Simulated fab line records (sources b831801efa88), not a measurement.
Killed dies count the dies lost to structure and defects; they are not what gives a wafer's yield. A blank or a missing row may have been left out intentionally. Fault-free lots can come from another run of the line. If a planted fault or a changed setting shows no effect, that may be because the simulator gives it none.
The tool behind it: which one?	flow sky130	39 wafers from 13 lots sampled at 5 of the route's 708 steps

## WHAT EACH GAUGE READ, for each wafer
SKY_PWDE_OVL_MEAS_07. Usual: PWDE_OVL -0.9 nm, standard deviation 1.5.
lot	measured	on	PWDE_OVL (nm)	flag
L977	day 3 21:14	overlay-02	-1.6 -1.7 -0.6	
L978	day 4 04:47	overlay-01	2.7 3.2 1.2	
L979	day 4 06:29	overlay-01	-3.4 -3.8 -3.7	
L982	day 5 02:29	overlay-01	0.0 1.2 0.8	
L983	day 5 07:44	overlay-02	-2.4 -1.6 -1.2	
L984	day 5 12:29	overlay-01	-0.6 -2.0 -0.5	
L985	day 5 18:20	overlay-01	-1.1 -0.6 -1.1	
L986	day 5 23:14	overlay-01	-0.5 -0.1 -0.6	
L987	day 6 05:19	overlay-02	0.0 -0.7 -0.2	
L988	day 6 10:04	overlay-02	3.6 -0.4 1.1	
L991	day 7 02:53	overlay-02	-1.2 -1.2 -1.0	
L993	day 7 15:20	overlay-02	-0.6 -1.0 0.8	
L100	day 9 10:08	overlay-02	-1.3 -1.1 -1.7	

SKY_VT_ADJUST_LVTN_OVL_MEAS_07. Usual: VT_ADJUST_LVTN_OVL 0.4 nm, standard deviation 1.3.
lot	measured	on	VT_ADJUST_LVTN_OVL (nm)	flag
L977	day 6 23:34	overlay-01	-2.6 -0.7 -0.1	
L978	day 7 07:59	overlay-01	0.6 1.8 0.5	
L979	day 7 09:29	overlay-02	1.3 0.6 -0.5	
L982	day 8 09:41	overlay-02	-2.1 -0.7 -1.2	
L983	day 8 14:47	overlay-02	2.0 1.6 2.1	
L984	day 8 19:37	overlay-02	0.3 1.0 0.8	
L985	day 9 02:50	overlay-02	0.2 0.6 0.5	
L986	day 9 07:02	overlay-01	-2.8 -1.1 -2.3	
L987	day 9 14:50	overlay-01	2.9 3.1 1.8	
L988	day 9 20:53	overlay-02	3.3 1.2 2.0	
L991	day 10 16:23	overlay-01	0.1 1.3 -0.1	
L993	day 11 07:46	overlay-02	3.1 1.0 2.0	
L100	day 13 10:17	overlay-01	-0.4 -0.3 0.2	

SKY_VT_ADJUST_NCORE_TW_MEAS_11. Usual: VT_ADJUST_NCORE_TW 219.0, standard deviation 1.2.
lot	measured	on	VT_ADJUST_NCORE_TW	flag
L977	day 8 16:41	film metro-02	218.4 217.4 218.5	
L978	day 9 02:14	film metro-01	216.9 217.1 217.8	
L979	day 9 04:08	film metro-03	219.9 219.7 219.1	
L982	day 10 05:23	film metro-03	221.5 218.8 219.8	
L983	day 10 10:55	film metro-02	219.1 217.8 217.2	
L984	day 10 17:19	film metro-03	219.4 220.0 219.9	
L985	day 10 23:39	film metro-03	218.9 218.7 218.5	
L986	day 11 05:32	film metro-01	218.4 218.9 218.8	
L987	day 11 13:07	film metro-03	219.3 218.9 219.3	
L988	day 11 20:00	film metro-02	217.7 218.2 216.5	
L991	day 12 15:56	film metro-01	217.7 218.9 217.8	
L993	day 13 08:25	film metro-03	30.2 30.0 30.1	OFF
L100	day 15 16:01	film metro-02	219.5 219.6 220.3	

## EACH LOT AND THE TOOL THAT RAN IT (in order: tool; ch and the chambers of the sampled wafers; start)
lot	SKY_VT_ADJUST_LVTN_STRIP_20	SKY_VT_ADJUST_NCORE_STRIP_10
L977	plasma asher-01 ch 0,1, day 7 19:43	plasma asher-04 ch 0, day 8 16:35
L978	plasma asher-03 ch 0,1, day 8 05:10	plasma asher-04 ch 0,1, day 9 02:08
L979	plasma asher-04 ch 0,1, day 8 07:10	plasma asher-02 ch 0,1, day 9 04:02
L982	plasma asher-03 ch 0,1, day 9 06:37	plasma asher-01 ch 0,1, day 10 05:17
L983	plasma asher-01 ch 0,1, day 9 12:04	plasma asher-01 ch 0,1, day 10 10:49
L984	plasma asher-04 ch 0, day 9 17:52	plasma asher-02 ch 0,1, day 10 17:13
L985	plasma asher-04 ch 0,1, day 10 01:04	plasma asher-02 ch 1, day 10 23:32
L986	plasma asher-04 ch 0,1, day 10 05:49	plasma asher-04 ch 0,1, day 11 05:26
L987	plasma asher-03 ch 0,1, day 10 13:37	plasma asher-02 ch 0,1, day 11 13:01
L988	plasma asher-03 ch 0,1, day 10 20:18	plasma asher-04 ch 0,1, day 11 19:55
L991	plasma asher-04 ch 0, day 11 16:16	plasma asher-01 ch 0,1, day 12 15:50
L993	plasma asher-03 ch 0,1, day 12 07:49	plasma asher-02 ch 0,1, day 13 08:19
L100	plasma asher-01 ch 0,1, day 14 12:13	plasma asher-04 ch 0,1, day 15 15:55
- SKY_VT_ADJUST_LVTN_STRIP_20: strips in O2/N2.
- SKY_VT_ADJUST_NCORE_STRIP_10: strips in O2/N2.

## AS READ BY THE TOOLS THEMSELVES (means over the sampled wafers that have a number; for cases with no such wafer, the mark the record gives instead)
SKY_VT_ADJUST_LVTN_STRIP_20. Usual: drypump motor current A 5.3 A, standard deviation 0.44; oes product au 0.716 a.u., standard deviation 0.0045; strip time to endpoint s 14.18 s, standard deviation 0.038.
lot	tool	drypump motor current A (A)	oes product au (a.u.)	strip time to endpoint s (s)	flag
L977	plasma asher-01	5.0	0.714	14.17	
L978	plasma asher-03	5.4	0.719	14.15	
L979	plasma asher-04	5.1	0.713	14.15	
L982	plasma asher-03	5.4	0.715	14.18	
L983	plasma asher-01	5.0	0.715	14.19	
L984	plasma asher-04	6.0	0.713	14.18	
L985	plasma asher-04	5.5	0.718	14.18	
L986	plasma asher-04	5.5	0.717	14.16	
L987	plasma asher-03	5.4	0.717	14.14	
L988	plasma asher-03	5.4	0.719	14.17	
L991	plasma asher-04	5.9	0.716	14.21	
L993	plasma asher-03	5.4	0.922	-	OFF
L100	plasma asher-01	5.0	0.716	14.15	

SKY_VT_ADJUST_NCORE_STRIP_10. Usual: drypump motor current A 5.5 A, standard deviation 0.58; oes product au 0.716 a.u., standard deviation 0.0045; strip time to endpoint s 14.16 s, standard deviation 0.045.
lot	tool	drypump motor current A (A)	oes product au (a.u.)	strip time to endpoint s (s)	flag
L977	plasma asher-04	5.9	0.713	14.16	
L978	plasma asher-04	5.1	0.713	14.18	
L979	plasma asher-02	6.0	0.718	14.15	
L982	plasma asher-01	5.0	0.715	14.13	
L983	plasma asher-01	5.0	0.717	14.16	
L984	plasma asher-02	5.8	0.714	14.17	
L985	plasma asher-02	5.6	0.717	14.22	
L986	plasma asher-04	5.1	0.713	14.17	
L987	plasma asher-02	5.8	0.721	14.17	
L988	plasma asher-04	5.5	0.716	14.16	
L991	plasma asher-01	5.0	0.719	14.15	
L993	plasma asher-02	5.8	0.717	23.42	OFF
L100	plasma asher-04	5.5	0.716	14.17	

## THE ANSWER, worked out from the rows above alone
Rule: take the mean of a lot's wafers that have a number; if it is more than 3 standard deviations from the usual mean, the lot is off. Also off: a lot with no number at a reading for which 4 or more lots have one. The other lots that the step has rows for count as sound. Order of review: gauges by route order, followed by the tools' own readings, for which a lot's mean as printed above is used. At the first step where some lot is off, the reading lying furthest off is the one used; lots without a number count as furthest.
Off: L993, at SKY_VT_ADJUST_NCORE_TW_MEAS_11 (VT_ADJUST_NCORE_TW).
If a tool, at a process step before that reading, ran all the lots that are off and no sound lot after the first of them, it fits. The gauges at SKY_VT_ADJUST_NCORE_TW_MEAS_11 aren't tried: what is off there is off at SKY_VT_ADJUST_LVTN_STRIP_20 too, on other tools, and a gauge's error can't cause that. Can't be told from this: 2 tools fit, plasma asher-03 at SKY_VT_ADJUST_LVTN_STRIP_20, plasma asher-02 at SKY_VT_ADJUST_NCORE_STRIP_10.

## WHAT THE SIMULATOR HAD INSERTED
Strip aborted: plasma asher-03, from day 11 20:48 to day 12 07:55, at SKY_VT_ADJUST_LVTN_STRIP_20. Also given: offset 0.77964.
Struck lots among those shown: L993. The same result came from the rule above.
